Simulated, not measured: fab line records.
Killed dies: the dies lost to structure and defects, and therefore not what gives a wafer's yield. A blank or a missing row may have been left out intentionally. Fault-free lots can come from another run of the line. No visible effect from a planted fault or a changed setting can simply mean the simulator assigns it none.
Matching of chambers / flow gf180mcu / 4 sister chambers for GF_CONTACT_CMP_04 on cmp-02
The step polishes SiO2. 7 wafers are shown with their chamber, then 9 later ones without.

WAFERS, EACH WITH ITS CHAMBER
wafer=L991.3; chamber=1; motor current A (A)=12.3; time to endpoint s (s)=115
wafer=L991.4; chamber=2; motor current A (A)=12.8; time to endpoint s (s)=109
wafer=L995.4; chamber=3; motor current A (A)=13.5; time to endpoint s (s)=108
wafer=L995.5; chamber=2; motor current A (A)=13.5; time to endpoint s (s)=107
wafer=L996.2; chamber=3; motor current A (A)=13.9; time to endpoint s (s)=98
wafer=L996.3; chamber=0; motor current A (A)=13.6; time to endpoint s (s)=99
wafer=L996.6; chamber=0; motor current A (A)=12.8; time to endpoint s (s)=101

WAFERS MISSING THEIR CHAMBER
wafer=L997.1; motor current A (A)=14.2; time to endpoint s (s)=106
wafer=L997.3; motor current A (A)=13.0; time to endpoint s (s)=105
wafer=L997.4; motor current A (A)=12.8; time to endpoint s (s)=110
wafer=L999.1; motor current A (A)=13.5; time to endpoint s (s)=107
wafer=L999.4; motor current A (A)=13.9; time to endpoint s (s)=114
wafer=L999.6; motor current A (A)=13.6; time to endpoint s (s)=115
wafer=L100.2; motor current A (A)=12.9; time to endpoint s (s)=106
wafer=L100.4; motor current A (A)=13.2; time to endpoint s (s)=110
wafer=L100.5; motor current A (A)=13.6; time to endpoint s (s)=110

CHAMBER TAKEN BY EACH
wafer=L997.1; from the rows above=can't be placed: 3 or 2 or 0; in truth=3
wafer=L997.3; from the rows above=can't be placed: 2 or 0 or 3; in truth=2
wafer=L997.4; from the rows above=can't be placed: 2 or 1 or 0 or 3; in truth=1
wafer=L999.1; from the rows above=can't be placed: 2 or 3 or 0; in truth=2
wafer=L999.4; from the rows above=can't be placed: 2 or 3 or 1 or 0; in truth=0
wafer=L999.6; from the rows above=can't be placed: 2 or 1 or 3 or 0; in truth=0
wafer=L100.2; from the rows above=can't be placed: 2 or 0 or 3 or 1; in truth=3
wafer=L100.4; from the rows above=can't be placed: 2 or 3 or 1 or 0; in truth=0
wafer=L100.5; from the rows above=can't be placed: 2 or 3 or 0 or 1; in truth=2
0 of 9 placed correctly. Not placeable from these rows: 9 (in 9, the candidates include the true chamber). Wrongly placed: 0.
How it was worked out, from the rows above alone: a wafer's distance from a chamber is the root of the sum, over the readings, of the square of ((its reading less the chamber's mean) divided by the reading's scatter). The wafer belongs to the nearest chamber; if the next one is less than 2 further off, it can't be placed. For every chamber, the mean is computed from those of its wafers that are shown. The scatter: the root of (the sum of the squares of (reading less its chamber's mean) over the shown wafers, divided by (wafers less chambers)).
